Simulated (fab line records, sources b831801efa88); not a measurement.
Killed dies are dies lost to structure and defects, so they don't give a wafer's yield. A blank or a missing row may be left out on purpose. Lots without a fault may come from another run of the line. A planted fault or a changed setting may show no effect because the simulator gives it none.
Which tool did it? | flow sky130 | 11 lots, 32 wafers sampled, at 2 steps of a route of 708

WHAT THE GAUGES READ, wafer by wafer
SKY_SONOS_ONO_THK_MEAS_05.
lot  | measured     | on            | SONOS_ONO_CVD_04_THK (nm)
L735 | day 11 14:49 | film_metro-04 | 5.67 5.65 5.67
L736 | day 11 20:23 | film_metro-02 | 5.75 5.72 5.75
L738 | day 13 17:26 | film_metro-01 | 6.06 6.02 5.91
L745 | day 14 13:51 | film_metro-01 | 5.83 5.86
L748 | day 15 12:59 | film_metro-02 | 5.66 5.79 5.59
L750 | day 16 13:05 | film_metro-04 | 5.71 5.75 5.79
L753 | day 17 18:58 | film_metro-02 | 5.53 5.53 5.59
L752 | day 17 20:14 | film_metro-04 | 5.94 5.86 5.92
L755 | day 18 09:25 | film_metro-04 | 5.69 5.66 5.80
L758 | day 19 02:41 | film_metro-01 | 5.83 5.84 5.89
L757 | day 19 02:42 | film_metro-02 | 5.64 5.67 5.59

SKY_POLY_GATE_CD_MEAS_22.
lot  | measured     | on        | cd_nm (nm)
L735 | day 16 00:02 | cd_sem-02 | 145.9 146.7 148.8
L736 | day 16 15:53 | cd_sem-01 | 150.4 150.7 151.0
L738 | day 18 21:04 | cd_sem-02 | 150.3 149.5 150.5
L745 | day 20 00:19 | cd_sem-02 | 149.6 147.1
L748 | day 20 21:43 | cd_sem-01 | 148.6 149.2 149.6
L750 | day 22 01:04 | cd_sem-02 | 145.1 148.7 146.5
L753 | day 23 07:24 | cd_sem-02 | 149.2 149.0 149.9
L752 | day 23 11:14 | cd_sem-02 | 149.4 147.6 150.0
L755 | day 23 17:58 | cd_sem-02 | 147.5 148.3 148.3
L758 | day 24 13:53 | cd_sem-01 | 149.2 147.5 148.8
L757 | day 24 11:35 | cd_sem-02 | 149.1 147.6 148.8

WHICH TOOL RAN EACH LOT (tool, then ch and the chambers of the sampled wafers, then the start)
The record holds no process step before these readings.

WHAT THE TOOLS THEMSELVES READ (means of the sampled wafers that have a number; where no wafer has one, the mark that the record gives instead)
The record holds no such reading with a usual standard deviation.

THE ANSWER, worked out from the rows above alone
Rule: what is usual is taken from the lots themselves. Put in order of their means at a reading, lots are off if they are a third of the lots or fewer, leave a main group of 4 or more, and stand apart from it by a gap of 3 or more times the standard deviation of the main group's means; of several such gaps the widest counts. A main group whose means are all the same, to the digits that the tables above print for the reading, isn't used. A lot without any number at a reading at which 4 lots or more have one is off too. The other lots that the step has rows for count as sound. The gauges are gone through in route order, then the tools' own readings, and for those a lot's mean is taken as printed above. The first step at which some lot is off is used, and at that step the reading that is off furthest; a lot without a number counts as furthest.
No lot is off at any reading shown: from this, nothing can be told.

WHAT THE SIMULATOR HAD PUT IN
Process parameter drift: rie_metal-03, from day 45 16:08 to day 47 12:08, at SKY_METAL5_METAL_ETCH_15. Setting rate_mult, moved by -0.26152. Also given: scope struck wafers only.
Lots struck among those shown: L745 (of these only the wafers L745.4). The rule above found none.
